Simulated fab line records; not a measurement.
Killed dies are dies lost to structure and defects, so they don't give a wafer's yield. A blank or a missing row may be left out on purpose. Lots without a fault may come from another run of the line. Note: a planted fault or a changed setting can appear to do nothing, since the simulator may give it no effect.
Matching of chambers -- flow sky130 -- SKY_FIELD_ISO_CMP_27 on cmp-02 has 4 sister chambers
The step polishes, stops on Si3N4, t overpolish 16 s, target thk 457.8 nm. 14 wafers are shown with their chamber, then 7 later ones without.

## WAFERS WITH THEIR CHAMBER
wafer,chamber,timeToEndpointS (s),motorCurrentA (A),overpolishRunS (s)
L335.1,0,117,11.9,15.989
L335.2,1,115,12.0,15.984
L335.3,3,117,11.6,15.983
L340.2,1,111,11.6,15.989
L340.4,3,115,12.2,16.003
L340.6,1,118,12.1,15.987
L342.3,0,115,12.0,16.023
L342.5,2,113,12.2,16.005
L342.6,3,113,12.2,16.002
L344.2,0,119,12.7,15.986
L344.3,1,114,11.3,15.985
L344.6,1,113,11.9,15.999
L345.3,1,113,11.5,15.994
L345.5,1,115,11.3,16.005

SIGNATURES (averages over the wafers above)
reading,chamber 0,chamber 1,chamber 2,chamber 3,scatter within a chamber
timeToEndpointS,117.00,114.14,113.00,115.00,2.12
motorCurrentA,12.200,11.671,12.200,12.000,0.357
overpolishRunS,15.99933,15.99186,16.00500,15.99600,0.0121
Rule: a wafer's distance from a chamber is the root of the sum, over the readings, of the square of ((its reading less the chamber's mean) divided by the reading's scatter). The wafer belongs to the nearest chamber; if the next one is less than 2 further off, it can't be placed. The scatter is the square root of a quotient: the sum, over the shown wafers, of each reading's squared deviation from its chamber's mean, divided by wafers minus chambers.

## WAFERS MISSING THEIR CHAMBER
wafer,timeToEndpointS (s),motorCurrentA (A),overpolishRunS (s)
L345.6,111,11.4,15.989
L346.2,110,12.7,16.005
L346.3,107,11.6,16.003
L346.6,106,12.1,16.017
L350.1,113,11.5,15.998
L350.2,112,12.1,16.010
L350.6,116,11.9,16.007

## WHICH CHAMBER EACH WENT THROUGH
wafer,from the rows above,in truth
L345.6,can't be placed: 1 or 3 or 2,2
L346.2,can't be placed: 2 or 3 or 0 or 1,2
L346.3,can't be placed: 2 or 1 or 3 or 0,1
L346.6,can't be placed: 2 or 1 or 3 or 0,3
L350.1,can't be placed: 1 or 3 or 2 or 0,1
L350.2,can't be placed: 2 or 3 or 1 or 0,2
L350.6,can't be placed: 3 or 0 or 2 or 1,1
Correctly placed: 0 of 7. Can't be placed from these rows: 7 (the true chamber is among the candidates in 7). Wrongly placed: 0.
